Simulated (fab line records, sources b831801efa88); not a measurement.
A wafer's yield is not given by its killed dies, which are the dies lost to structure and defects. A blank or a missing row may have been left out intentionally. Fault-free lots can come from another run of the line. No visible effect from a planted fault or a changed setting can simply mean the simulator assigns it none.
The tool behind it: which one? | flow sky130 | 36 wafers sampled from 12 lots at 1 step of a route of 708

== WHAT THE GAUGES SHOWED, per wafer ==
SKY_VIA2_CD_MEAS_12: the cd target is 200 nm.
lot  | measured     | on        | cd nm (nm)
L075 | day 36 18:27 | cd sem-02 | 199.7 199.8 200.2
L078 | day 37 11:45 | cd sem-01 | 197.7 197.8 198.5
L079 | day 38 08:25 | cd sem-01 | 197.7 197.8 198.8
L081 | day 38 20:49 | cd sem-01 | 200.8 200.3 201.0
L083 | day 39 03:42 | cd sem-02 | 199.5 198.3 198.2
L085 | day 39 22:36 | cd sem-01 | 200.4 202.0 203.3
L087 | day 40 10:58 | cd sem-02 | 199.0 198.8 199.7
L089 | day 41 06:39 | cd sem-02 | 200.3 199.7 199.5
L090 | day 41 16:22 | cd sem-01 | 199.9 198.7 199.8
L093 | day 42 12:33 | cd sem-01 | 201.0 199.5 201.2
L097 | day 43 07:01 | cd sem-01 | 199.6 198.7 201.8
L096 | day 43 10:55 | cd sem-02 | 199.3 199.2 199.5

== WHICH TOOL RAN EACH LOT (tool, then ch and the chambers of the sampled wafers, then the start) ==
Before these readings, the record contains no process step.

== THE ANSWER, worked out from the rows above alone ==
Rule: the usual values come from the lots themselves. Put in order of their means at a reading, lots are off if they are a third of the lots or fewer, leave a main group of 4 or more, and stand apart from it by a gap of 3 or more times the standard deviation of the main group's means; of several such gaps the widest counts. If all means in a main group match to the digits the tables above print for the reading, that group is not used. A lot without any number at a reading at which 4 lots or more have one is off too. Where the step has rows for the other lots, those lots are counted as sound.
Across all readings shown, no lot is off: no conclusion can be drawn from this.

== WHAT THE SIMULATOR HAD PUT IN ==
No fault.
